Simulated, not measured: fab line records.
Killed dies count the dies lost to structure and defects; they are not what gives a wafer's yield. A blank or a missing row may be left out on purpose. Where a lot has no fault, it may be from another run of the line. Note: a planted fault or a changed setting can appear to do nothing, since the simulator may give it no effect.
fab line records ; flow sky130
[record] lots = 12; wafers = 36; last-day = 51
route steps=708 shown POLY_GATE@232 LDD_HVN@275
lots that met no fault: taken from a fault-free run of the same line
start-h: hours from the record's opening day to when the first of the lot's shown wafers began ; wait-h: hours elapsed since this lot's preceding step ; " same as the row above ; L1.1+2: one row covering several wafers at once ; - no value, or no start was given ; * or withheld: withheld ; < > ~ a bound
route shown NAME@n: NAME is a module with steps in the file, n the number in the route of the first one ; usual: mean/standard deviation taken from wafers without a fault ; same: alike in all rows ; chamber/n: place in a boat ; sites: readings site by site ; _std_site: the standard deviation of these ; _edge_site: mean of outer sites minus mean of inner sites ; radius-mm: for every site, how far away it sits from the centre of the wafer ; mask NAME#n: copy n ; behind: the most recent tool/chamber to have shaped the wafer ; hold: why the lot was held/for how many hours/how that ended ; device: the n, p or np transistor that did not switch ; end of line: the route-end tests of the same wafers ; for a step that has no rows: nothing shown but its recipe ; killed: dies that structure and defects cost at the first sort, which is not the same as the wafer's yield ; map: shows each die of a wafer: x if killed, . if not, _ if none is there
set.NAME: the setting the step ran with; set.NAME@STEP: the setting that earlier step ran with ; model.NAME: the simulator's own value behind a step, which no gauge read
route steps across a sampled set of lots; one table per step, one row per wafer
services: from which hour (start-h, from the record's first day; less than 0 if before it) a tool's chamber was out of use, for how many hours, and why
[[steps]]
[step SKY_POLY_GATE_STRIP_18]
[recipe] chemistry = O2/N2; power-w = 1400; pressure-mtorr = 1500; platen-temp-c = withheld; o2-flow-sccm = 3000; n2-flow-sccm = 300; overash-fraction = 0.5
[usual] drypump-motor-current-A = 5.5/0.49; n2-flow-sccm = 300.3/0.94; oes-product-au = 0.360/0.0046; strip-time-to-endpoint-s = 3.16/0.057
lot.wafer;tool;chamber;start-h;wait-h;drypump-motor-current-A;n2-flow-sccm;oes-product-au;rf-hours-counter-h;strip-time-to-endpoint-s
L823.3;plasma-asher-02;1;370.81;0.1;5.1;300.1;0.357;-;3.19
L823.4;plasma-asher-02;0;370.81;0.1;6.3;299.5;0.364;-;3.18
L823.6;plasma-asher-02;0;370.81;0.1;6.2;299.5;0.360;-;3.21
L824.1;plasma-asher-01;0;376.63;0.0;5.3;299.8;0.368;25;3.23
L824.4;plasma-asher-01;0;376.63;0.0;5.3;300.1;0.362;-;3.18
L824.5;plasma-asher-01;1;376.63;0.0;6.2;297.5;0.368;-;3.20
L825.1;plasma-asher-04;0;382.68;0.0;5.3;301.2;0.363;69;3.20
L825.3;plasma-asher-04;0;382.68;0.0;5.2;302.4;0.359;-;3.14
L825.5;plasma-asher-04;1;382.68;0.0;5.1;300.1;0.364;-;3.22
L826.1;plasma-asher-04;0;395.84;0.0;5.2;302.4;0.360;71;3.15
L826.2;plasma-asher-04;1;395.84;0.0;5.1;301.6;0.361;71;3.15
L826.5;plasma-asher-04;0;395.84;0.0;5.2;300.6;0.364;-;3.07
L828.1;plasma-asher-04;0;412.38;0.0;5.2;299.5;0.358;72;3.09
L828.3;plasma-asher-04;0;412.38;0.0;5.2;300.6;0.363;-;3.16
L828.4;plasma-asher-04;1;412.38;0.0;5.1;300.2;0.369;-;3.12
L829.2;plasma-asher-01;1;421.53;0.0;6.2;300.2;0.362;29;3.09
L829.3;plasma-asher-01;0;421.53;0.0;5.3;300.1;0.356;-;3.12
L829.4;plasma-asher-01;1;421.53;0.0;6.2;300.7;0.368;-;3.19
L830.2;plasma-asher-04;1;431.03;0.0;5.1;300.5;0.351;0;3.13
L830.3;plasma-asher-04;0;431.03;0.0;5.3;300.4;0.368;-;3.27
L830.6;plasma-asher-04;1;431.03;0.0;5.1;298.7;0.359;-;3.16
L838.1;plasma-asher-01;1;498.84;0.0;6.2;300.9;0.358;37;3.19
L838.2;plasma-asher-01;0;498.84;0.0;5.3;299.8;0.358;37;3.16
L838.5;plasma-asher-01;1;498.84;0.0;6.2;300.3;0.359;-;3.26
L841.2;plasma-asher-01;1;528.84;0.0;6.2;300.4;0.355;41;3.15
L841.4;plasma-asher-01;0;528.84;0.0;5.3;300.2;0.363;-;3.09
L841.5;plasma-asher-01;1;528.84;0.0;6.2;300.1;0.355;-;3.12
L842.1;plasma-asher-01;0;535.59;0.0;5.3;300.0;0.360;41;3.25
L842.3;plasma-asher-01;1;535.59;0.0;6.1;300.0;0.361;-;3.13
L842.4;plasma-asher-01;0;535.59;0.0;5.3;299.8;0.361;-;3.14
L845.2;plasma-asher-04;0;559.74;0.0;5.2;300.5;0.361;13;3.12
L845.4;plasma-asher-04;1;559.74;0.0;5.1;301.1;0.364;-;3.21
L845.5;plasma-asher-04;0;559.74;0.0;5.3;300.9;0.361;-;3.20
L846.1;plasma-asher-01;1;587.19;0.0;6.2;300.2;0.368;46;3.22
L846.3;plasma-asher-01;0;587.19;0.0;5.3;299.4;0.365;-;3.27
L846.6;plasma-asher-01;0;587.19;0.0;5.3;300.1;0.359;-;3.29
[step SKY_POLY_GATE_CD_MEAS_22]
[usual] cd-nm = 149.5/2.8
lot.wafer;tool;chamber;start-h;wait-h;cd-nm
L823.3;cd-sem-02;-;372.91;0.1;146.4
L823.4;cd-sem-02;-;372.91;0.1;149.8
L823.6;cd-sem-02;-;372.91;0.1;144.5
L824.1;cd-sem-01;-;379.51;0.1;150.2
L824.4;cd-sem-01;-;379.51;0.1;150.1
L824.5;cd-sem-01;-;379.51;0.1;150.2
L825.1;cd-sem-02;-;384.47;0.1;147.0
L825.3;cd-sem-02;-;384.47;0.1;151.2
L825.5;cd-sem-02;-;384.47;0.1;149.0
L826.1;cd-sem-01;-;398.61;0.1;150.8
L826.2;cd-sem-01;-;398.61;0.1;149.8
L826.5;cd-sem-01;-;398.61;0.1;148.1
L828.1;cd-sem-01;-;416.03;0.1;149.2
L828.3;cd-sem-01;-;416.03;0.1;151.0
L828.4;cd-sem-01;-;416.03;0.1;150.4
L829.2;cd-sem-02;-;424.31;0.1;145.5
L829.3;cd-sem-02;-;424.31;0.1;150.0
L829.4;cd-sem-02;-;424.31;0.1;147.4
L830.2;cd-sem-02;-;433.73;0.1;146.5
L830.3;cd-sem-02;-;433.73;0.1;147.5
L830.6;cd-sem-02;-;433.73;0.1;149.7
L838.1;cd-sem-01;-;500.31;0.1;149.9
L838.2;cd-sem-01;-;500.31;0.1;150.9
L838.5;cd-sem-01;-;500.31;0.1;148.4
L841.2;cd-sem-01;-;530.33;0.1;149.5
L841.4;cd-sem-01;-;530.33;0.1;151.6
L841.5;cd-sem-01;-;530.33;0.1;152.2
L842.1;cd-sem-02;-;537.05;0.1;149.6
L842.3;cd-sem-02;-;537.05;0.1;149.3
L842.4;cd-sem-02;-;537.05;0.1;152.6
L845.2;cd-sem-01;-;561.23;0.1;157.6
L845.4;cd-sem-01;-;561.23;0.1;153.2
L845.5;cd-sem-01;-;561.23;0.1;150.5
L846.1;cd-sem-01;-;588.93;0.1;157.7
L846.3;cd-sem-01;-;588.93;0.1;150.8
L846.6;cd-sem-01;-;588.93;0.1;149.1
[step SKY_LDD_HVN_IMPLANT_08]
[recipe] species = P; energy-kev = 60; dose-cm2 = 3e+13; tilt-deg = 40
lot.wafer;tool;chamber;start-h;wait-h
L823.3+4+6;implanter-01;0;463.69;0.1
L824.1+4+5;implanter-01;0;470.38;0.0
L825.1+3+5;implanter-01;0;476.64;0.0
L826.1+2+5;implanter-02;0;491.78;0.0
L828.1+3+4;implanter-01;0;509.84;0.0
L829.2+3+4;implanter-02;0;518.21;0.0
L830.2+3+6;implanter-02;0;527.41;0.0
L838.1+2+5;implanter-02;0;590.43;0.0
L841.2+4+5;implanter-01;0;620.50;0.0
L842.1+3+4;implanter-04;0;624.93;0.0
L845.2+4+5;implanter-04;0;649.65;0.0
L846.1+3+6;implanter-02;0;676.68;0.0
[step SKY_LDD_HVN_STRIP_09]
[recipe] chemistry = O2/N2; power-w = 1400; pressure-mtorr = 1500; platen-temp-c = withheld; o2-flow-sccm = 3000; n2-flow-sccm = 300; overash-fraction = 0.5
[usual] drypump-motor-current-A = 5.5/0.35; n2-flow-sccm = 300.1/0.9; oes-product-au = 0.408/0.005; strip-time-to-endpoint-s = 4.134/0.015
lot.wafer;tool;chamber;start-h;wait-h;drypump-motor-current-A;n2-flow-sccm;oes-product-au;rf-hours-counter-h;strip-time-to-endpoint-s
L823.3;plasma-asher-03;1;463.82;0.1;5.6;300.9;0.409;-;4.129
L823.4;plasma-asher-03;0;463.82;0.1;5.7;301.3;0.407;-;4.127
L823.6;plasma-asher-03;1;463.82;0.1;5.6;299.6;0.405;-;4.128
L824.1;plasma-asher-01;1;470.53;0.1;6.2;301.8;0.411;34;4.162
L824.4;plasma-asher-01;0;470.53;0.1;5.3;299.8;0.415;-;4.142
L824.5;plasma-asher-01;0;470.53;0.1;5.3;300.3;0.409;-;4.158
L825.1;plasma-asher-01;1;476.79;0.1;6.1;298.7;0.410;35;4.133
L825.3;plasma-asher-01;0;476.79;0.1;5.3;298.3;0.407;-;4.142
L825.5;plasma-asher-01;0;476.79;0.1;5.3;298.4;0.407;-;4.139
L826.1;plasma-asher-03;0;491.93;0.1;5.7;300.6;0.403;69;4.128
L826.2;plasma-asher-03;1;491.93;0.1;5.6;300.6;0.414;69;4.138
L826.5;plasma-asher-03;0;491.93;0.1;5.7;300.1;0.407;-;4.156
L828.1;plasma-asher-03;0;509.99;0.1;5.7;301.1;0.413;70;4.169
L828.3;plasma-asher-03;0;509.99;0.1;5.7;300.2;0.412;-;4.150
L828.4;plasma-asher-03;1;509.99;0.1;5.6;299.5;0.410;-;4.144
L829.2;plasma-asher-01;0;518.33;0.1;5.3;300.6;0.411;39;4.143
L829.3;plasma-asher-01;1;518.33;0.1;6.2;300.2;0.407;-;4.137
L829.4;plasma-asher-01;0;518.33;0.1;5.3;300.6;0.418;-;4.129
L830.2;plasma-asher-01;0;527.54;0.1;5.3;299.3;0.406;40;4.124
L830.3;plasma-asher-01;1;527.54;0.1;6.2;299.1;0.411;-;4.142
L830.6;plasma-asher-01;0;527.54;0.1;5.3;301.1;0.410;-;4.122
L838.1;plasma-asher-04;0;590.58;0.1;5.2;300.5;0.404;16;4.143
L838.2;plasma-asher-04;1;590.58;0.1;5.1;300.0;0.403;16;4.135
L838.5;plasma-asher-04;0;590.58;0.1;5.3;300.5;0.403;-;4.145
L841.2;plasma-asher-01;0;620.62;0.1;5.4;300.3;0.409;50;4.132
L841.4;plasma-asher-01;1;620.62;0.1;6.1;300.6;0.404;-;4.149
L841.5;plasma-asher-01;0;620.62;0.1;5.3;301.0;0.404;-;4.137
L842.1;plasma-asher-01;1;625.08;0.1;6.2;299.4;0.405;50;4.122
L842.3;plasma-asher-01;1;625.08;0.1;6.1;300.0;0.406;-;4.124
L842.4;plasma-asher-01;0;625.08;0.1;5.3;299.8;0.411;-;4.115
L845.2;plasma-asher-03;0;649.77;0.1;5.7;301.3;0.411;84;4.126
L845.4;plasma-asher-03;0;649.77;0.1;5.7;299.6;0.402;-;4.134
L845.5;plasma-asher-03;0;649.77;0.1;5.7;300.3;0.404;-;4.128
L846.1;plasma-asher-03;1;676.83;0.1;5.6;300.3;0.407;86;4.110
L846.3;plasma-asher-03;0;676.83;0.1;5.7;299.8;0.415;-;4.130
L846.6;plasma-asher-03;1;676.83;0.1;5.6;300.3;0.408;-;4.095
[step SKY_LDD_HVN_TW_MEAS_10]
[usual] LDD_HVN_TW = 1438/14
lot.wafer;tool;chamber;start-h;wait-h;LDD_HVN_TW
L823.3;film-metro-01;-;463.91;0.1;1452
L823.4;film-metro-01;-;463.91;0.1;1464
L823.6;film-metro-01;-;463.91;0.1;1451
L824.1;film-metro-03;-;470.63;0.1;1456
L824.4;film-metro-03;-;470.63;0.1;1444
L824.5;film-metro-03;-;470.63;0.1;1453
L825.1;film-metro-02;-;476.89;0.1;1427
L825.3;film-metro-02;-;476.89;0.1;1414
L825.5;film-metro-02;-;476.89;0.1;1420
L826.1;film-metro-03;-;492.03;0.1;1447
L826.2;film-metro-03;-;492.03;0.1;1441
L826.5;film-metro-03;-;492.03;0.1;1437
L828.1;film-metro-02;-;510.09;0.1;1414
L828.3;film-metro-02;-;510.09;0.1;1428
L828.4;film-metro-02;-;510.09;0.1;1418
L829.2;film-metro-03;-;518.44;0.1;1441
L829.3;film-metro-03;-;518.44;0.1;1442
L829.4;film-metro-03;-;518.44;0.1;1442
L830.2;film-metro-02;-;527.65;0.1;1415
L830.3;film-metro-02;-;527.65;0.1;1414
L830.6;film-metro-02;-;527.65;0.1;1409
L838.1;film-metro-03;-;590.68;0.1;1380
L838.2;film-metro-03;-;590.68;0.1;1438
L838.5;film-metro-03;-;590.68;0.1;1445
L841.2;film-metro-01;-;620.73;0.1;1460
L841.4;film-metro-01;-;620.73;0.1;1469
L841.5;film-metro-01;-;620.73;0.1;1451
L842.1;film-metro-01;-;625.18;0.1;1441
L842.3;film-metro-01;-;625.18;0.1;1436
L842.4;film-metro-01;-;625.18;0.1;1447
L845.2;film-metro-02;-;649.88;0.1;1434
L845.4;film-metro-02;-;649.88;0.1;1432
L845.5;film-metro-02;-;649.88;0.1;1432
L846.1;film-metro-01;-;676.93;0.1;1457
L846.3;film-metro-01;-;676.93;0.1;1456
L846.6;film-metro-01;-;676.93;0.1;1459
[[services]]
tool;chamber;start-h;hours;kind
implanter-01;-;357.34;33.9;pm
implanter-04;-;383.39;1.9;repair
plasma-asher-02;-;389.29;1.5;repair
implanter-04;-;408.07;2.4;pm
plasma-asher-04;-;421.25;9.0;pm
plasma-asher-02;-;437.96;3.0;pm
plasma-asher-02;-;444.37;4.4;repair
implanter-04;-;473.52;4.6;pm
implanter-04;-;520.52;10.4;repair
implanter-01;-;527.67;3.7;pm
implanter-02;-;532.48;1.7;repair
implanter-02;-;547.76;19.5;pm
plasma-asher-01;-;562.07;1.5;repair
plasma-asher-03;-;571.94;4.1;repair
implanter-02;-;573.48;1.4;repair
plasma-asher-03;-;584.82;1.6;repair
implanter-02;-;586.72;3.4;repair
implanter-01;-;587.77;3.9;pm
implanter-02;-;600.26;4.1;repair
implanter-02;-;602.17;0.5;repair
plasma-asher-03;-;621.27;2.5;repair
plasma-asher-01;-;636.05;6.1;repair
implanter-02;-;669.71;5.9;repair
plasma-asher-04;-;672.66;10.0;pm
[[key]]
[first-sign] step = SKY_LDD_HVN_TW_MEAS_10; reading = LDD_HVN_TW; direction = down; sigmas = 4; usual = 1438; struck = 1380
effect none on later readings
met-at SKY_LDD_HVN_IMPLANT_08
struck-lots L838
struck-wafers L838.1
tester-left-out L838
not-acting-at SKY_POLY_GATE_STRIP_18,SKY_POLY_GATE_CD_MEAS_22,SKY_LDD_HVN_STRIP_09
onset-between 527.41 590.43
[fault] kind = process-parameter-drift; tool = implanter-02; chamber = -; onset-h = 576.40; steps = SKY_LDD_HVN_IMPLANT_08; channel = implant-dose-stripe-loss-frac; offset = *; shape = step; end-h = 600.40; scope = struck-wafers-only
// tester-left-out: of these lots the tester's yield and bins aren't shown, on N5 and GAA mostly nor the transistor test; their killed dies are dies lost to structure and defects alone, not to doping, threshold or leakage, so they don't give the yield
